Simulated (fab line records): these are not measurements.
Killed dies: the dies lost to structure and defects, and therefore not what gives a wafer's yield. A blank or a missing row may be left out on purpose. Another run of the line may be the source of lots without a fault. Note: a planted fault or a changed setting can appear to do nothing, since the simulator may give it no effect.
Problem report in the 8D (eight disciplines) form, filled by code    flow gf180mcu    the parts of the form that need people (team, actions taken, sign-off) are left out

## 1. THE PROBLEM
Mean of run_length_s at GF_HV_LDD_ETCHBACK_58: 110.7 s across 6 wafers in 2 lots; on wafers with no fault it is 128.2 s (standard deviation 0.38). That is -46 standard deviations from the usual mean.
The step: etches Si3N4 in CH3F/O2, stops on SiO2, time 100 s, target depth 90 nm.
Seen first at day 14 14:56 on rie_diel-03, wafer L131.4. Wafers with a number at this step in the record: 42, from 14 lots. Rule for "out", or "out of limits": more than 4 standard deviations from the usual mean. Any other wafer with a number is counted as sound.

## 2. WHAT IT IS, AND WHAT IT ISN'T
question                     is                            is not
which readings at this step  run_length_s, oes_product_au  drypump_motor_current_A
which lots                   L131, L133                    L125, L126, L127, L132, L140, L142, L143, L144, L145, L146, L147, L148
which wafers of those lots   all that have a number        -
read on which tools          rie_diel-03                   rie_diel-02, rie_diel-04
when                         from day 14 14:56             up to then (9 sound wafers); but 27 sound wafers of L132, L140, L142, L143, L144, L145, L146, L147, L148 came after

## 3. WHAT RULES OUT EACH SUSPECT
Counting: any tool at a process step up to the reading is kept as a suspect provided that every lot that is out went through it and no sound lot did after the first of them.
- rtp_anneal-02 at GF_HV_LDD_RTA_52 (time 10 s): ruled out as a lasting fault. Sound lots L132, L140, L145, L147 ran on it after its first lot that is out, L131 (day 14 11:30).
- rie_diel-03 at GF_HV_LDD_ETCHBACK_58 (etches Si3N4 in CH3F/O2, stops on SiO2, time 100 s, target depth 90 nm): ruled out as a lasting fault. Sound lots L143 ran on it after its first lot that is out, L131 (day 14 14:56).
Left after counting: nothing in the record.

## 4. THE CAUSE (what the simulator had put in)
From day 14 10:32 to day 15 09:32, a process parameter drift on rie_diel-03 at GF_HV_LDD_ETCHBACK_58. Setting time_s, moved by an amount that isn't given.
Counting ruled it out, wrongly.

## 5. SEQUENCE OF EFFECTS, ordered by route
Each row: a reading where the mean over the struck wafers with a number is more than 3 standard deviations away from the usual. Readings are gone through only where the record gives a usual standard deviation; hours: the median, over the lots, of the time from a lot's start at the first step in this table giving one to that lot's start at this step; sigmas: the change measured in usual standard deviations.
hours  step                   reading         usual       on struck wafers  change  sigmas
0      GF_HV_LDD_ETCHBACK_58  oes_product_au  0.842 a.u.  0.995             +0.153  +22
0      GF_HV_LDD_ETCHBACK_58  run_length_s    128.2 s     110.7             -17.5   -46
It contains these process steps:
- GF_HV_LDD_ETCHBACK_58: etches Si3N4 in CH3F/O2, stops on SiO2, time 100 s, target depth 90 nm.

## 6. HOW IT WOULD HAVE BEEN CAUGHT EARLIER
In this record the first reading out of limits was taken at day 14 14:56, 4 hours after the fault began at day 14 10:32.
